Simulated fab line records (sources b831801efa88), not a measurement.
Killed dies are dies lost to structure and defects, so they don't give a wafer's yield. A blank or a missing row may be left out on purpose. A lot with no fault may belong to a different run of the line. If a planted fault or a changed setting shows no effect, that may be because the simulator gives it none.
A lot that was struck, set against a sound lot | flow sky130 | 43 out of 708 route steps
Sound: wafers L593.2, L593.4, L593.5. Struck: wafer L587.4 (L587.1, L587.2, from the same lot, were not struck and are left out); the cause is given at the end.
For every step that has rows: the tool of each side, followed by ch and its chambers, followed by its first start. Under that, the readings that differ: sound wafers | struck wafers | difference of the means | sigmas: that difference in standard deviations of wafers without a fault.
alike: a reading whose means differ by less than 2 such deviations, as well as words and numbers matching on both sides. not compared: withheld readings; readings where some wafer has no value; bounds like >300 that might hide an equal value; numbers whose values overlap and for which the record gives no deviation.
The two part at a step that has a row with sigmas, a row that says differs or no value, or rows on one side only. When numbers do not overlap yet have no deviation, they are printed without sigmas and do not part them. A reading that every wafer of one side lacks parts them only if that side has two wafers or more.

SKY_VT_ADJUST_LVTN_OVL_MEAS_07:
  sound: overlay-01 at day 11 01:19; struck: overlay-01 at day 9 07:26
  alike: VT_ADJUST_LVTN_OVL
following that, these wafers have no rows for 1 step: SKY_VT_ADJUST_LVTN_IMPLANT_08.
SKY_VT_ADJUST_LVTN_STRIP_09: strips in O2/N2.
  sound on plasmaAsher-03 ch 1, day 11 01:30; struck on plasmaAsher-03 ch 1, day 9 07:38
reading           | sound             | struck | difference | sigmas
n2FlowSccm (sccm) | 300.3 299.6 300.0 | 302.9  | +2.9       | +3
  alike: drypumpMotorCurrentA, oesProductAu, stripTimeToEndpointS
  not compared: rfHoursCounterH
SKY_VT_ADJUST_LVTN_TW_MEAS_10:
  sound: filmMetro-03 at day 11 01:37; struck: filmMetro-01 at day 9 07:44
  alike: VT_ADJUST_LVTN_TW
then, 7 steps without rows for these wafers: SKY_VT_ADJUST_LVTN_DEHYDRATE_11 (time 60 s); SKY_VT_ADJUST_LVTN_HMDS_12 (prime time 60 s); SKY_VT_ADJUST_LVTN_COAT_13 (resist thk 1140 nm); SKY_VT_ADJUST_LVTN_SOFTBAKE_14 (time 60 s); SKY_VT_ADJUST_LVTN_EXPOSE_15 (exposes mask HVN STD DERIVED, target cd 600 nm); SKY_VT_ADJUST_LVTN_PEB_16; SKY_VT_ADJUST_LVTN_DEVELOP_17 (develop time 60 s).
SKY_VT_ADJUST_LVTN_OVL_MEAS_18:
  sound: overlay-02 at day 12 00:52; struck: overlay-02 at day 10 06:23
  alike: VT_ADJUST_LVTN_01_OVL
SKY_VT_ADJUST_LVTN_IMPLANT_19:
  sound on implanter-01 ch 0, day 12 00:55; struck on implanter-03 ch 0, day 10 06:25
  alike: faradayCurrentUA
SKY_VT_ADJUST_LVTN_STRIP_20: strips in O2/N2.
  sound on plasmaAsher-03 ch 0,1, day 12 01:03; struck on plasmaAsher-03 ch 1, day 10 06:34
  alike: drypumpMotorCurrentA, n2FlowSccm, oesProductAu, stripTimeToEndpointS
  not compared: rfHoursCounterH
SKY_VT_ADJUST_LVTN_TW_MEAS_21:
  sound: filmMetro-01 at day 12 01:10; struck: filmMetro-01 at day 10 06:40
  alike: VT_ADJUST_LVTN_2_TW
then, 7 steps without rows for these wafers: SKY_VT_ADJUST_NCORE_DEHYDRATE_00 (time 60 s); SKY_VT_ADJUST_NCORE_HMDS_01 (prime time 60 s); SKY_VT_ADJUST_NCORE_COAT_02 (resist thk 1140 nm); SKY_VT_ADJUST_NCORE_SOFTBAKE_03 (time 60 s); SKY_VT_ADJUST_NCORE_EXPOSE_04 (exposes mask LVTN COMPLEMENT THIN, target cd 380 nm); SKY_VT_ADJUST_NCORE_PEB_05; SKY_VT_ADJUST_NCORE_DEVELOP_06 (develop time 60 s).
SKY_VT_ADJUST_NCORE_CD_MEAS_07 targets a cd of 380 nm.
  sound: cdSem-01 at day 13 01:25; struck: cdSem-01 at day 11 05:36
  alike: cdNm
SKY_VT_ADJUST_NCORE_OVL_MEAS_08:
  sound: overlay-01 at day 13 01:31; struck: overlay-02 at day 11 05:43
  alike: VT_ADJUST_NCORE_OVL
following that, these wafers have no rows for 1 step: SKY_VT_ADJUST_NCORE_IMPLANT_09.
SKY_VT_ADJUST_NCORE_STRIP_10: strips in O2/N2.
  sound on plasmaAsher-04 ch 0,1, day 13 01:42; struck on plasmaAsher-01 ch 1, day 11 05:54
  alike: drypumpMotorCurrentA, n2FlowSccm, oesProductAu, stripTimeToEndpointS
  not compared: rfHoursCounterH
SKY_VT_ADJUST_NCORE_TW_MEAS_11:
  sound: filmMetro-02 at day 13 01:49; struck: filmMetro-01 at day 11 06:00
reading            | sound             | struck | difference | sigmas
VT_ADJUST_NCORE_TW | 216.4 217.3 215.4 | 221.3  | +4.9       | +3
then, 7 steps without rows for these wafers: SKY_VT_ADJUST_HVTR_DEHYDRATE_00 (time 60 s); SKY_VT_ADJUST_HVTR_HMDS_01 (prime time 60 s); SKY_VT_ADJUST_HVTR_COAT_02 (resist thk 1140 nm); SKY_VT_ADJUST_HVTR_SOFTBAKE_03 (time 60 s); SKY_VT_ADJUST_HVTR_EXPOSE_04 (exposes mask HVTRM, target cd 380 nm); SKY_VT_ADJUST_HVTR_PEB_05; SKY_VT_ADJUST_HVTR_DEVELOP_06 (develop time 60 s).
SKY_VT_ADJUST_HVTR_CD_MEAS_07 targets a cd of 380 nm.
  sound: cdSem-02 at day 14 03:34; struck: cdSem-02 at day 12 04:24
  alike: cdNm
SKY_VT_ADJUST_HVTR_OVL_MEAS_08:
  sound: overlay-02 at day 14 03:40; struck: overlay-01 at day 12 04:31
  alike: VT_ADJUST_HVTR_OVL
following that, these wafers have no rows for 1 step: SKY_VT_ADJUST_HVTR_IMPLANT_09.
SKY_VT_ADJUST_HVTR_STRIP_10: strips in O2/N2.
  sound on plasmaAsher-02 ch 0,1, day 14 03:51; struck on plasmaAsher-02 ch 1, day 12 04:42
reading                  | sound             | struck | difference | sigmas
stripTimeToEndpointS (s) | 14.19 14.13 14.18 | 14.26  | +0.09      | +2
  alike: drypumpMotorCurrentA, n2FlowSccm, oesProductAu
  not compared: rfHoursCounterH
SKY_VT_ADJUST_HVTR_TW_MEAS_11:
  sound: filmMetro-03 at day 14 03:58; struck: filmMetro-03 at day 12 04:48
  alike: VT_ADJUST_HVTR_TW
then, 3 steps without rows for these wafers: SKY_VT_ADJUST_PCH_DEHYDRATE_00 (time 60 s); SKY_VT_ADJUST_PCH_HMDS_01 (prime time 60 s); SKY_VT_ADJUST_PCH_COAT_02 (resist thk 3000 nm).
-- a jump in the record: the struck wafers' starts before and after are 36 days apart (it breaks off in module VT_ADJUST_PCH and resumes in module PAD_OPEN, where the first step shown is number 708 of the route) --
SKY_PAD_OPEN_PROBE_99:
  sound: prober-02 at day 49 19:43; struck: prober-01 at day 48 07:42
reading                            | sound                    | struck  | difference | sigmas
model.etest.nfetG5v0d10v5.vtVRange | 0.01437 0.01922 0.009179 | 0.02163 | +0.00737   | 
  alike: killed_at_M0_to_M3, killed_at_M4_up, killedAtContacts, killedAtFrontEnd, killedAtOther, killedDies, killedOpen, killedShort

## WHERE THEY PART
First at SKY_VT_ADJUST_LVTN_STRIP_09; last, within this record, at SKY_VT_ADJUST_HVTR_STRIP_10. Later steps at which nothing parts them and some readings are alike: SKY_VT_ADJUST_HVTR_TW_MEAS_11, SKY_PAD_OPEN_PROBE_99.

WHY: whatever the simulator had introduced
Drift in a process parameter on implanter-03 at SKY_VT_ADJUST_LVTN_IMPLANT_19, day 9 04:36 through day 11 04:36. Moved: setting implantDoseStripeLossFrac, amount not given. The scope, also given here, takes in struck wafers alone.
